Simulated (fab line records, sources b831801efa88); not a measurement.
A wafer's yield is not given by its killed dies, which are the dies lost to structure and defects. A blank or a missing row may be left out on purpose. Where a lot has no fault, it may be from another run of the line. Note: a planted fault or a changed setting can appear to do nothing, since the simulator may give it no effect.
fab line records	flow sky130
record lots=13	wafers=39	last-day=50
route steps=708 shown LDD_P@262 LDD_HVP@288 LDD_LDN@300 POLY_CUT@317 PAD_OPEN@708
lots that met no fault: taken from a fault-free run of the same line
start-h: start of the lot's first displayed wafer, in hours after the record's first day	wait-h: hours elapsed since this lot's preceding step	" repeats the value in the row above	L1.1+2: a row that stands for several wafers	- no value, or no start given	* or withheld: withheld	< > ~ a bound
route shown NAME@n: a module of which the file shows steps, and the number in the route of the first	usual: average and standard deviation across the fault-free wafers	same: alike in all rows	chamber/n: place in a boat	sites: per-site readings	_std_site: how widely they spread, as a standard deviation	_edge_site: inner sites' mean taken away from outer sites' mean	radius-mm: how far each site lies from the wafer's centre	mask NAME#n: copy n	behind: tool/chamber where the wafer was last shaped	hold: the reason the lot was held/the length of the hold in hours/how it ended	device: which transistor (n, p or np) failed to switch	end of line: tests of these same wafers at the route's end	where a step has no rows: the recipe by itself	killed: at the first sort, the dies lost to defects and structure; wafer yield is something else	map: a wafer's dies, marking killed ones x, the rest . and places with no die _
set.NAME: the setting that was run; set.NAME@STEP: the one run at that earlier step	model.NAME: the simulator's own value behind a step, which no gauge read
the route's steps for a sample of lots (tables are steps, rows are wafers)
services: when a tool's chamber went out of use (start-h, in hours from the record's first day, below 0 if earlier), for how many hours, and the reason
## steps
# step SKY_LDD_P_CD_MEAS_07
# recipe target-cd-nm=380
# usual cd-nm=380.1/2.9
lot.wafer	tool	chamber	start-h	wait-h	cd-nm
L444.1	cd-sem-01	-	445.06	0.1	382.3
L444.2	"	-	"	"	381.1
L444.4	"	-	"	"	380.8
L445.2	cd-sem-02	-	449.13	0.1	383.3
L445.3	"	-	"	"	381.9
L445.4	"	-	"	"	383.5
L446.2	cd-sem-01	-	456.43	0.1	381.0
L446.4	"	-	"	"	384.7
L446.6	"	-	"	"	383.7
L447.1	cd-sem-02	-	467.98	0.1	375.3
L447.5	"	-	"	"	376.2
L447.6	"	-	"	"	379.0
L448.4	cd-sem-01	-	477.29	0.1	383.9
L448.5	"	-	"	"	382.9
L448.6	"	-	"	"	383.8
L456.2	cd-sem-01	-	555.20	0.1	379.8
L456.4	"	-	"	"	378.5
L456.5	"	-	"	"	379.7
L458.2	cd-sem-01	-	571.08	0.1	379.1
L458.3	"	-	"	"	376.9
L458.4	"	-	"	"	376.2
L461.1	cd-sem-01	-	584.66	0.1	386.5
L461.3	"	-	"	"	385.1
L461.4	"	-	"	"	386.9
L462.2	cd-sem-02	-	588.78	0.1	378.5
L462.5	"	-	"	"	380.5
L462.6	"	-	"	"	377.4
L463.1	cd-sem-01	-	598.41	0.1	382.3
L463.4	"	-	"	"	382.5
L463.6	"	-	"	"	383.1
L464.1	cd-sem-02	-	611.41	0.1	382.2
L464.2	"	-	"	"	376.8
L464.5	"	-	"	"	377.8
L465.2	cd-sem-01	-	625.25	0.1	379.8
L465.4	"	-	"	"	380.9
L465.5	"	-	"	"	381.4
L466.2	cd-sem-02	-	629.18	0.1	378.6
L466.4	"	-	"	"	378.0
L466.6	"	-	"	"	380.7
# step SKY_LDD_HVP_TW_MEAS_10
# usual LDD_HVP_TW=457/4
lot.wafer	tool	chamber	start-h	wait-h	LDD_HVP_TW
L444.1	film-metro-02	-	507.90	0.1	459
L444.2	"	-	"	"	454
L444.4	"	-	"	"	453
L445.2	film-metro-02	-	511.20	0.1	456
L445.3	"	-	"	"	455
L445.4	"	-	"	"	455
L446.2	film-metro-01	-	519.65	0.1	457
L446.4	"	-	"	"	457
L446.6	"	-	"	"	456
L447.1	film-metro-02	-	530.00	0.1	453
L447.5	"	-	"	"	452
L447.6	"	-	"	"	453
L448.4	film-metro-01	-	538.97	0.1	458
L448.5	"	-	"	"	458
L448.6	"	-	"	"	459
L456.2	film-metro-01	-	615.87	0.1	455
L456.4	"	-	"	"	456
L456.5	"	-	"	"	456
L458.2	film-metro-01	-	630.20	0.1	456
L458.3	"	-	"	"	456
L458.4	"	-	"	"	454
L461.1	film-metro-01	-	642.90	0.1	457
L461.3	"	-	"	"	454
L461.4	"	-	"	"	457
L462.2	film-metro-02	-	647.17	0.1	449
L462.5	"	-	"	"	454
L462.6	"	-	"	"	452
L463.1	film-metro-02	-	656.14	0.1	455
L463.4	"	-	"	"	453
L463.6	"	-	"	"	457
L464.1	film-metro-03	-	668.75	0.1	460
L464.2	"	-	"	"	460
L464.5	"	-	"	"	462
L465.2	film-metro-02	-	681.52	0.1	454
L465.4	"	-	"	"	454
L465.5	"	-	"	"	455
L466.2	film-metro-03	-	685.17	0.1	460
L466.4	"	-	"	"	461
L466.6	"	-	"	"	462
# step SKY_LDD_LDN_IMPLANT_11
# recipe species=As	energy-kev=15	dose-cm2=1.25e+13	tilt-deg=withheld	rotation-deg=293
# usual beam-energy-keV=15.000/0.0052
# same implant-ion-amu=75
lot.wafer	tool	chamber	start-h	wait-h	beam-energy-keV
L444.1	implanter-04	0	538.39	0.1	15.002
L444.2	"	0	"	"	15.000
L444.4	"	0	"	"	15.001
L445.2	implanter-03	0	541.48	0.1	15.002
L445.3	"	0	"	"	15.003
L445.4	"	0	"	"	14.998
L446.2	implanter-03	0	550.32	0.1	14.996
L446.4	"	0	"	"	14.997
L446.6	"	0	"	"	14.996
L447.1	implanter-04	0	560.85	0.1	15.003
L447.5	"	0	"	"	14.994
L447.6	"	0	"	"	14.997
L448.4	implanter-03	0	569.42	0.1	15.004
L448.5	"	0	"	"	15.004
L448.6	"	0	"	"	14.997
L456.2	implanter-03	0	645.58	0.1	16.471
L456.4	"	0	"	"	16.467
L456.5	"	0	"	"	16.474
L458.2	implanter-03	0	657.87	0.1	16.470
L458.3	"	0	"	"	16.461
L458.4	"	0	"	"	16.463
L461.1	implanter-01	0	669.74	0.1	14.995
L461.3	"	0	"	"	14.990
L461.4	"	0	"	"	14.998
L462.2	implanter-01	0	673.02	0.1	15.000
L462.5	"	0	"	"	14.996
L462.6	"	0	"	"	14.996
L463.1	implanter-04	0	684.65	0.1	15.001
L463.4	"	0	"	"	15.006
L463.6	"	0	"	"	15.007
L464.1	implanter-04	0	697.74	0.1	14.990
L464.2	"	0	"	"	15.000
L464.5	"	0	"	"	14.996
L465.2	implanter-01	0	709.72	0.1	15.002
L465.4	"	0	"	"	14.995
L465.5	"	0	"	"	14.997
L466.2	implanter-04	0	713.88	0.1	14.993
L466.4	"	0	"	"	14.998
L466.6	"	0	"	"	14.994
# step SKY_POLY_CUT_ETCH_10
# recipe chemistry=N2/H2	target=BARC	ion-energy-ev=200	source-w=500	bias-w=100	pressure-mtorr=30	n2-flow-sccm=100	h2-flow-sccm=200	stop-on=SiO2	time-s=45.9	target-depth-a=600
# usual drypump-motor-current-A=5.5/0.44	n2-flow-sccm=99.9/0.3	oes-product-au=0.855/0.0049	throttle-valve-pct=13.225/0.0096
lot.wafer	tool	chamber	start-h	wait-h	drypump-motor-current-A	n2-flow-sccm	oes-product-au	rf-hours-counter-h	throttle-valve-pct
L444.1	rie-diel-02	1	570.43	0.0	5.6	100.2	0.852	3	13.217
L444.2	"	2	"	"	5.5	100.3	0.847	14	13.237
L444.4	"	0	"	"	4.8	99.7	0.851	31	13.217
L445.2	rie-diel-03	3	573.86	0.0	5.8	100.3	0.844	13	13.210
L445.3	"	0	"	"	4.6	100.0	0.850	71	13.236
L445.4	"	2	"	"	6.0	99.7	0.859	4	13.224
L446.2	rie-diel-01	0	582.51	0.0	5.3	100.1	0.859	5	13.216
L446.4	"	1	"	"	5.7	99.7	0.853	1	13.212
L446.6	"	2	"	"	5.8	100.1	0.851	-	13.224
L447.1	rie-diel-01	1	592.01	0.0	5.8	100.2	0.854	1	13.205
L447.5	"	0	"	"	5.3	99.7	0.854	-	13.220
L447.6	"	3	"	"	6.0	100.1	0.851	-	13.219
L448.4	rie-diel-02	1	600.81	0.0	5.6	99.9	0.848	3	13.228
L448.5	"	3	"	"	5.2	100.1	0.850	-	13.220
L448.6	"	0	"	"	4.8	99.8	0.855	-	13.230
L456.2	rie-diel-01	1	694.86	0.0	5.8	100.3	0.846	3	13.223
L456.4	"	2	"	"	5.8	99.7	0.858	4	13.231
L456.5	"	1	"	"	5.8	100.4	0.854	-	13.207
L458.2	rie-diel-03	1	695.18	0.0	5.0	99.8	0.863	0	13.228
L458.3	"	2	"	"	6.0	99.8	0.849	7	13.228
L458.4	"	0	"	"	4.6	99.8	0.845	2	13.238
L461.1	rie-diel-02	1	699.71	0.0	5.6	99.6	0.853	5	13.237
L461.3	"	0	"	"	4.8	99.7	0.853	33	13.230
L461.4	"	3	"	"	5.2	100.2	0.860	8	13.223
L462.2	rie-diel-01	1	702.91	0.0	5.7	100.0	0.852	4	13.231
L462.5	"	3	"	"	6.0	100.5	0.863	-	13.217
L462.6	"	2	"	"	5.7	100.1	0.854	-	13.227
L463.1	rie-diel-03	1	715.28	0.0	5.0	99.9	0.857	1	13.225
L463.4	"	3	"	"	5.8	99.6	0.863	16	13.218
L463.6	"	0	"	"	4.7	99.7	0.859	-	13.217
L464.1	rie-diel-03	2	727.73	0.0	6.0	99.6	0.864	8	13.218
L464.2	"	3	"	"	5.8	99.7	0.852	17	13.220
L464.5	"	2	"	"	5.9	99.6	0.862	-	13.232
L465.2	rie-diel-01	3	739.63	0.0	6.0	99.5	0.855	12	13.230
L465.4	"	0	"	"	5.3	99.2	0.851	9	13.223
L465.5	"	1	"	"	5.8	99.7	0.855	-	13.222
L466.2	rie-diel-02	0	742.71	0.0	4.8	99.6	0.851	34	13.206
L466.4	"	2	"	"	5.5	100.1	0.856	17	13.224
L466.6	"	1	"	"	5.6	100.1	0.851	-	13.228
# step SKY_PAD_OPEN_PROBE_99
# usual killed_at_M0_to_M3=42/6.8	killed_at_M4_up=3.2/1.8	killed-at-contacts=25/5.4	killed-at-front-end=15/4.5	killed-at-other=0.3/0.56	killed-dies=85/9.7	killed-open=46/7.1	killed-short=39/6.5
# same gross-dies=492	killed-at-back-side=0
lot.wafer	tool	chamber	start-h	wait-h	killed_at_M0_to_M3	killed_at_M4_up	killed-at-contacts	killed-at-front-end	killed-at-other	killed-dies	killed-open	killed-short
L456.2	prober-01	-	1168.21	0.1	51	3	25	14	0	93	54	39
L456.4	prober-01	-	1168.31	0.2	43	1	35	19	0	98	53	45
L456.5	prober-01	-	1168.36	0.2	44	4	22	11	0	81	48	33
# killed by level:class
L456.2 VIA1:geometric-particle:open=10 METAL1:geometric-particle:short=9 VIA2:geometric-particle:open=9 LI_CONTACT:geometric-particle:open=8 CONTACT:geometric-particle:open=7 VIA3:geometric-particle:open=7 LOCAL_INTERCONNECT:geometric-particle:short=5 FIELD_ISO:geometric-particle:open=4
L456.4 LI_CONTACT:geometric-particle:open=12 VIA1:geometric-particle:open=9 CONTACT:geometric-particle:open=9 VIA2:geometric-particle:open=8 FIELD_ISO:geometric-particle:short=7 CONTACT:geometric-particle:short=7 VIA3:geometric-particle:open=6 METAL2:geometric-particle:short=4
L456.5 VIA3:geometric-particle:open=10 CONTACT:geometric-particle:open=9 LI_CONTACT:geometric-particle:open=6 VIA1:geometric-particle:open=6 VIA2:geometric-particle:open=5 METAL3:geometric-particle:short=4 VIA1:geometric-particle:short=4 METAL2:geometric-particle:short=4
## services
tool	chamber	start-h	hours	kind
implanter-04	-	516.77	1.1	repair
implanter-01	-	527.04	5.8	pm
implanter-04	-	530.60	0.6	repair
implanter-03	-	535.65	5.3	pm
implanter-01	-	536.79	6.6	repair
implanter-04	-	541.00	16.7	pm
rie-diel-03	-	547.29	0.3	repair
rie-diel-03	3	555.60	6.9	repair
rie-diel-01	1	560.51	4.7	repair
rie-diel-03	-	562.28	2.8	pm
implanter-04	-	572.44	2.6	repair
rie-diel-03	-	584.22	0.3	repair
rie-diel-01	2	584.29	14.7	repair
implanter-04	-	596.26	6.4	pm
implanter-01	-	606.06	1.5	repair
rie-diel-03	0	614.76	-	clean
rie-diel-03	0	614.76	19.9	scheduled-down
rie-diel-03	0	614.76	19.9	vent-cycle
rie-diel-03	1	622.78	2.8	repair
rie-diel-01	0	680.25	7.7	repair
implanter-04	-	689.99	4.4	repair
rie-diel-03	2	697.61	7.7	repair
rie-diel-01	2	707.93	4.2	repair
rie-diel-02	0	734.77	2.6	repair
## key
first-sign step=SKY_LDD_LDN_IMPLANT_11	reading=beam-energy-keV	direction=up	sigmas=99+	usual=*	struck=*
effect none on later readings
met-at SKY_LDD_LDN_IMPLANT_11
struck-lots L456,L458
tester-left-out L456,L458
not-acting-at SKY_LDD_P_CD_MEAS_07,SKY_LDD_HVP_TW_MEAS_10,SKY_POLY_CUT_ETCH_10
onset-between 569.42 645.58
fault kind=process-parameter-drift	tool=implanter-03	chamber=-	onset-h=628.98	steps=SKY_LDD_LDN_IMPLANT_11	channel=energy-kev	offset=*	shape=step	end-h=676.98	acts-in=*	stated=*
# tester-left-out: of these lots the tester's yield and bins aren't shown, on N5 and GAA mostly nor the transistor test; their killed dies are dies lost to structure and defects alone, not to doping, threshold or leakage, so they don't give the yield
